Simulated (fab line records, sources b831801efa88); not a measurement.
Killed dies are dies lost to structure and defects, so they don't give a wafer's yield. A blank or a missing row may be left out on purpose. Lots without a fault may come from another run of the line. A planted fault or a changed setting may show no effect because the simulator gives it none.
A struck lot beside a sound one | flow sky130 | 32 steps out of a route of 708
Sound: wafers L198.1, L198.2, L198.3. Struck: wafer L206.3. (L206.4, L206.6 of the same lot were not struck and are left out.) The cause comes at the end.
At each step with rows: each side's tool, then ch and its chambers, then its first start. Under that, the readings that differ: sound wafers | struck wafers | difference of the means | sigmas: that difference in standard deviations of wafers without a fault.
alike: readings whose means differ by less than 2 such deviations, and words and numbers that are the same on both sides. not compared: withheld readings, readings that some wafer has no value for, bounds like >300 that may hide the same value, and numbers for which the record gives no deviation and whose values overlap.
The two part at a step that has a row with sigmas, a row that says differs or no value, or rows on one side only. Numbers that don't overlap but have no deviation are shown without sigmas and don't part them. A reading that every wafer of one side lacks parts them only if that side has two wafers or more.

first, 5 steps without rows for these wafers: SKY_VIA1_STRIP_17 (strips in post etch residue remover, time 1200 s); SKY_VIA1_CLEAN_18 (cleans in IPA, time 180 s); SKY_VIA1_CLEAN_19 (cleans in O3/DIW); SKY_VIA1_SPUTTER_20 (material TiN, target thk 20 nm, time 80 s); SKY_VIA1_CVD_21 (deposits W, target thk 270 nm, time 80.902 s).
SKY_VIA1_RS_MEAS_22: measures by four-point-probe.
  sound on film_metro-01, day 35 08:46; struck on film_metro-04, day 38 00:35
  alike: VIA1_W_RS
SKY_VIA1_THK_MEAS_23: measures by xrf.
  sound on film_metro-01, day 35 08:53; struck on film_metro-04, day 38 00:41
  alike: VIA1_W_THK
SKY_VIA1_CMP_24: polishes, stops on SiO2, t overpolish 15 s, target thk 0 nm.
  sound on cmp-02 ch 0,1,2, day 35 08:56; struck on cmp-02 ch 1, day 38 00:43
  alike: motor_current_A, overpolish_run_s, time_to_endpoint_s
then, 2 steps without rows for these wafers: SKY_METAL2_SPUTTER_00 (material Ti, target thk 15 nm, time 10 s); SKY_METAL2_SPUTTER_01 (material TiN, target thk 20 nm, time 16.7 s).
SKY_METAL2_SPUTTER_02: material AlCu, target thk 250 nm, time 13.3 s.
  sound on pvd_sputter-04, day 35 09:17; struck on pvd_sputter-04, day 38 01:04
  alike: throttle_valve_pct
SKY_METAL2_SPUTTER_03: material Ti, target thk 5 nm, time 3.3 s.
  sound on pvd_sputter-04, day 35 09:19; struck on pvd_sputter-04, day 38 01:05
  alike: throttle_valve_pct
SKY_METAL2_SPUTTER_04: material TiN, target thk 70 nm, time 58.3 s.
  sound on pvd_sputter-04, day 35 09:20; struck on pvd_sputter-04, day 38 01:07
  reading                                    | sound            | struck | difference | sigmas
  model.TiN_of_METAL2_SPUTTER_04.thk_nm (nm) | 69.26 69.66 69.7 | 60.27  | -9.27      |
  alike: throttle_valve_pct
SKY_METAL2_RS_MEAS_05: measures by four-point-probe.
  sound on film_metro-02, day 35 09:23; struck on film_metro-01, day 38 01:12
  alike: METAL2_ALCU_RS
SKY_METAL2_THK_MEAS_06: measures by xrf.
  sound on film_metro-02, day 35 09:30; struck on film_metro-01, day 38 01:18
  alike: METAL2_ALCU_THK
then, 8 steps without rows for these wafers: SKY_METAL2_DEHYDRATE_07 (time 60 s); SKY_METAL2_HMDS_08 (prime time 60 s); SKY_METAL2_COAT_09 (resist thk 60 nm); SKY_METAL2_COAT_10 (resist thk 450 nm); SKY_METAL2_SOFTBAKE_11 (time 90 s); SKY_METAL2_EXPOSE_12 (exposes mask MM2, target cd 140 nm); SKY_METAL2_PEB_13; SKY_METAL2_DEVELOP_14 (develop time 60 s).
SKY_METAL2_CD_MEAS_15: target cd 140 nm.
  sound on cd_sem-02, day 36 11:21; struck on cd_sem-01, day 39 02:18
  alike: cd_nm
SKY_METAL2_OVL_MEAS_16:
  sound on overlay-01, day 36 11:28; struck on overlay-01, day 39 02:23
  alike: METAL2_OVL
SKY_METAL2_DESCUM_17: chemistry O2, time 8 s.
  sound on rie_metal-02 ch 0, day 36 11:31; struck on rie_metal-02 ch 1, day 39 02:25
  alike: drypump_motor_current_A, oes_product_au
  not compared: rf_hours_counter_h
then, 2 steps without rows for these wafers: SKY_METAL2_ETCH_18 (etches BARC in N2/H2, stops on SiO2, time 45.9 s, target depth 60 nm); SKY_METAL2_METAL_ETCH_19 (etches the open film in Cl2/BCl3, stops on SiO2, target depth 360 nm, time 78 s).
SKY_METAL2_STRIP_20: strips in O2/N2.
  sound on plasma_asher-03 ch 0,1, day 36 11:53; struck on plasma_asher-04 ch 0, day 39 02:38
  reading                      | sound          | struck | difference | sigmas
  strip_time_to_endpoint_s (s) | 2.60 2.59 2.61 | 2.69   | +0.09      | +3
  alike: drypump_motor_current_A, oes_product_au
  not compared: rf_hours_counter_h
SKY_METAL2_STRIP_21: strips in post etch residue remover, time 1200 s.
  sound on wet_bench-04 ch 1, day 36 11:59; struck on wet_bench-04 ch 3, day 39 02:42
  reading                                    | sound             | struck | difference | sigmas
  model.TiN_of_METAL2_SPUTTER_04.thk_nm (nm) | 68.84 69.23 69.28 | 59.85  | -9.27      |
then, 1 step without rows for these wafers: SKY_METAL2_CLEAN_22 (cleans in IPA, time 180 s).
-- the record jumps here: 10 days lie between the struck wafers' starts before and after (it left off in module METAL2 and takes up again in module PAD_OPEN, whose first step shown is number 708 of the route) --
SKY_PAD_OPEN_PROBE_99:
  sound on prober-01, day 46 19:59; struck on prober-02, day 48 22:16
  alike: defect_limited_yield, killed_at_M0_to_M3, killed_at_M4_up, killed_at_contacts, killed_at_front_end, killed_at_other, killed_dies, killed_open, killed_short, sort_bin_3_pad_short, sort_bin_5_function, sort_bin_6_memory, sort_n_pass, sort_yield_pct

WHERE THEY PART
Only at SKY_METAL2_STRIP_20, within this record. Later steps at which nothing parts them and some readings are alike: SKY_PAD_OPEN_PROBE_99.

WHY: what the simulator had put in
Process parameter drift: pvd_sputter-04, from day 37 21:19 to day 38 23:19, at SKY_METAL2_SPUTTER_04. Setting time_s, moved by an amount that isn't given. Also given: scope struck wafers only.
